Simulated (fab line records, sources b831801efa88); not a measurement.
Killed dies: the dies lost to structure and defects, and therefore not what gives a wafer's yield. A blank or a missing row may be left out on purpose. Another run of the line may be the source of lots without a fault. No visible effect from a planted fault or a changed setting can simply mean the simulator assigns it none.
8D (eight disciplines) problem report, filled in by code || flow sfq line || the parts of the form that need people (team, actions taken, sign-off) are left out

## 1. WHAT IS WRONG
heater power total W at SFQ_TRILAYER_L0_LITHO_PEB_008 reads a mean of 80.18 W on 4 wafers of 3 lots; wafers without a fault read 79.15 W with a standard deviation of 0.063. Relative to the usual mean, that is a shift of +16 standard deviations.
The step: peb time 60 s.
Seen first at day 6 09:56 on litho track-02, wafer L101.5. Wafers with a number at this step in the record: 43, from 15 lots. The rule behind "out" and "out of limits": a value lying over 4 standard deviations away from the usual mean. Any other wafer with a number is counted as sound.

## 2. WHAT IT IS, AND WHAT IT ISN'T
{"question": "which readings at this step", "is": "heater power total W", "is not": "-"}
{"question": "which lots", "is": "L101, L104, L106", "is not": "L100, L108, L986, L987, L988, L989, L990, L991, L993, L994, L995, L997"}
{"question": "which wafers of those lots", "is": "L101.5, L104.6, L106.5, L106.6", "is not": "L101.2, L101.4, L104.1"}
{"question": "read on which tools", "is": "litho track-02", "is not": "litho track-01, litho track-04"}
{"question": "when", "is": "from day 6 09:56", "is not": "up to then (35 sound wafers); but 4 sound wafers of L104, L108 came after"}

## 3. SUSPECTS, AND WHAT RULES EACH OUT
Counting: a tool at a process step up to the reading stays a suspect if it ran every lot that is out. Sound lots after the first of them don't rule it out here, since some wafers of a struck lot are sound.
- litho track-02 at SFQ_TRILAYER_L0_LITHO_PEB_008 (peb time 60 s): kept. Ran every lot that is out, first one L101 (day 6 09:56); last sound lot up to then L997 (day 5 15:11). Its own readings are out on those wafers: heater power total W.
Remaining after the count: litho track-02 at SFQ_TRILAYER_L0_LITHO_PEB_008.

## 4. THE CAUSE (what the simulator had put in)
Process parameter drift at SFQ_TRILAYER_L0_LITHO_PEB_008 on litho track-02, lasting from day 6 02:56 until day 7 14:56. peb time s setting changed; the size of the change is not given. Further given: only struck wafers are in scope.
Counting left only this tool.

## 5. SEQUENCE OF EFFECTS, ordered by route
Each row: a reading whose mean over the struck wafers that have a number lies more than 3 standard deviations from the usual. Only readings for which the record gives a usual standard deviation are gone through. hours: the time from each lot's start at the first step in this table that gives one to its start at this step, as a median over the lots. sigmas: the change in usual standard deviations.
{"hours": 0, "step": "SFQ_TRILAYER_L0_LITHO_PEB_008", "reading": "heater power total W", "usual": "79.15 W", "on struck wafers": 80.18, "change": "+1.03", "sigmas": "+16"}
Process steps it contains:
- SFQ_TRILAYER_L0_LITHO_PEB_008: peb time 60 s.
Later steps that measure or inspect, where all struck wafers having a row at the step show a number for every such reading and not one has moved that far: SFQ_M2_OVL_MEAS_916.

## 6. WHAT WOULD HAVE CAUGHT IT SOONER
The fault began at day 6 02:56; the first out-of-limits reading in this record came at day 6 09:56, 7 hours later.
